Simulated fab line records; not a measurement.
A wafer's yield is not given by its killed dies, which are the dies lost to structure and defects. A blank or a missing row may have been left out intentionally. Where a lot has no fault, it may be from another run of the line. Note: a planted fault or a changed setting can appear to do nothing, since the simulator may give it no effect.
Split-lot trial :: flow gf180mcu :: route with 602 steps; 5 lots, 23 wafers read

SPLIT DETAILS
At GF_VT_IMPLANT_IMPLANT_08, the setting dose_cm2 was moved away from the recipe's 8.29e+12 on 4 of the 23 wafers read, by -17.5% to +14.4%. This setting was run at the recipe's value on the other wafers.

THE PATH FROM SPLIT TO READING: the file shows 1 step between them
- GF_VT_IMPLANT_STRIP_09: strips in O2/N2

THE READING
VT_IMPLANT_TW, at GF_VT_IMPLANT_TW_MEAS_10. Fault-free wafers of this fab line usually give 561, standard deviation 5.6.

wafer: L074.1
tool, chamber at the split: implanter-04, 0
dose_cm2 as run: 9.482e+12
against the recipe: +14.4%
VT_IMPLANT_TW: 593
against lot-mates on the recipe: +24

wafer: L074.2
tool, chamber at the split: implanter-04, 0
dose_cm2 as run: 9.482e+12
against the recipe: +14.4%
VT_IMPLANT_TW: 595
against lot-mates on the recipe: +26

wafer: L074.3
tool, chamber at the split: implanter-04, 0
dose_cm2 as run: 8.29e+12
against the recipe: recipe
VT_IMPLANT_TW: 568
against lot-mates on the recipe: -

wafer: L074.5
tool, chamber at the split: implanter-04, 0
dose_cm2 as run: 8.29e+12
against the recipe: recipe
VT_IMPLANT_TW: 567
against lot-mates on the recipe: -

wafer: L074.6
tool, chamber at the split: implanter-04, 0
dose_cm2 as run: 8.29e+12
against the recipe: recipe
VT_IMPLANT_TW: 571
against lot-mates on the recipe: -

wafer: L076.1
tool, chamber at the split: implanter-04, 0
dose_cm2 as run: 8.29e+12
against the recipe: recipe
VT_IMPLANT_TW: 560
against lot-mates on the recipe: -

wafer: L076.3
tool, chamber at the split: implanter-04, 0
dose_cm2 as run: 8.29e+12
against the recipe: recipe
VT_IMPLANT_TW: 556
against lot-mates on the recipe: -

wafer: L076.6
tool, chamber at the split: implanter-04, 0
dose_cm2 as run: 8.29e+12
against the recipe: recipe
VT_IMPLANT_TW: 560
against lot-mates on the recipe: -

wafer: L080.1
tool, chamber at the split: implanter-03, 0
dose_cm2 as run: 8.29e+12
against the recipe: recipe
VT_IMPLANT_TW: 564
against lot-mates on the recipe: -

wafer: L080.2
tool, chamber at the split: implanter-03, 0
dose_cm2 as run: 6.842e+12
against the recipe: -17.5%
VT_IMPLANT_TW: 533
against lot-mates on the recipe: -32

wafer: L080.3
tool, chamber at the split: implanter-03, 0
dose_cm2 as run: 6.842e+12
against the recipe: -17.5%
VT_IMPLANT_TW: 534
against lot-mates on the recipe: -31

wafer: L080.4
tool, chamber at the split: implanter-03, 0
dose_cm2 as run: 8.29e+12
against the recipe: recipe
VT_IMPLANT_TW: 566
against lot-mates on the recipe: -

wafer: L080.5
tool, chamber at the split: implanter-03, 0
dose_cm2 as run: 8.29e+12
against the recipe: recipe
VT_IMPLANT_TW: 565
against lot-mates on the recipe: -

wafer: L082.1
tool, chamber at the split: implanter-03, 0
dose_cm2 as run: 8.29e+12
against the recipe: recipe
VT_IMPLANT_TW: 570
against lot-mates on the recipe: -

wafer: L082.2
tool, chamber at the split: implanter-03, 0
dose_cm2 as run: 8.29e+12
against the recipe: recipe
VT_IMPLANT_TW: 565
against lot-mates on the recipe: -

wafer: L082.3
tool, chamber at the split: implanter-03, 0
dose_cm2 as run: 8.29e+12
against the recipe: recipe
VT_IMPLANT_TW: 567
against lot-mates on the recipe: -

wafer: L082.4
tool, chamber at the split: implanter-03, 0
dose_cm2 as run: 8.29e+12
against the recipe: recipe
VT_IMPLANT_TW: 566
against lot-mates on the recipe: -

wafer: L082.6
tool, chamber at the split: implanter-03, 0
dose_cm2 as run: 8.29e+12
against the recipe: recipe
VT_IMPLANT_TW: 563
against lot-mates on the recipe: -

wafer: L083.1
tool, chamber at the split: implanter-03, 0
dose_cm2 as run: 8.29e+12
against the recipe: recipe
VT_IMPLANT_TW: 554
against lot-mates on the recipe: -

wafer: L083.3
tool, chamber at the split: implanter-03, 0
dose_cm2 as run: 8.29e+12
against the recipe: recipe
VT_IMPLANT_TW: 557
against lot-mates on the recipe: -

wafer: L083.4
tool, chamber at the split: implanter-03, 0
dose_cm2 as run: 8.29e+12
against the recipe: recipe
VT_IMPLANT_TW: 557
against lot-mates on the recipe: -

wafer: L083.5
tool, chamber at the split: implanter-03, 0
dose_cm2 as run: 8.29e+12
against the recipe: recipe
VT_IMPLANT_TW: 556
against lot-mates on the recipe: -

wafer: L083.6
tool, chamber at the split: implanter-03, 0
dose_cm2 as run: 8.29e+12
against the recipe: recipe
VT_IMPLANT_TW: 559
against lot-mates on the recipe: -

THE FIT
A straight line over all 23 wafers: VT_IMPLANT_TW changes by +1.88 for each +1% of dose_cm2; r = +0.93; the points scatter about the line by 5.
The same after taking each lot's own level away (the mean of its wafers on the recipe; 23 wafers): +1.79 for each +1%; r = +0.99; scatter 1.7.
That fit puts the effect of the largest move of dose_cm2 on the reading at 31.
Measured against the standard deviation above, the lots' own levels, which go from 556.6 to 568.7, span 2.2 times it.
Consequently the slope shifts little with the lot-to-lot level, the two slopes agreeing.
Check: with one of the wafers moved furthest among these (-17.5%) left out of the fit, the line predicts -30.9 for it against its lot-mates. Against them it came out at -32.

OTHER SPLITS ON THESE WAFERS
These wafers also went through other splits before the reading. Each is held against what the fit with the lots' levels taken away leaves over:
other split on the same wafers: GF_STI_OXIDATION_21 ox_time_s
wafers away from the commonest value: 18
r with VT_IMPLANT_TW (lot level and that fit taken away): +0.02

other split on the same wafers: GF_STI_OXIDATION_29 ox_time_s
wafers away from the commonest value: 15
r with VT_IMPLANT_TW (lot level and that fit taken away): +0.00

other split on the same wafers: GF_NWELL_COAT_02 resist_thk_nm
wafers away from the commonest value: 8
r with VT_IMPLANT_TW (lot level and that fit taken away): +0.22

other split on the same wafers: GF_NWELL_IMPLANT_09 energy_kev
wafers away from the commonest value: 9
r with VT_IMPLANT_TW (lot level and that fit taken away): +0.21

FILE'S OWN FIT
VT_IMPLANT_TW changes by +1.78 for each +1% of dose_cm2, r = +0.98.
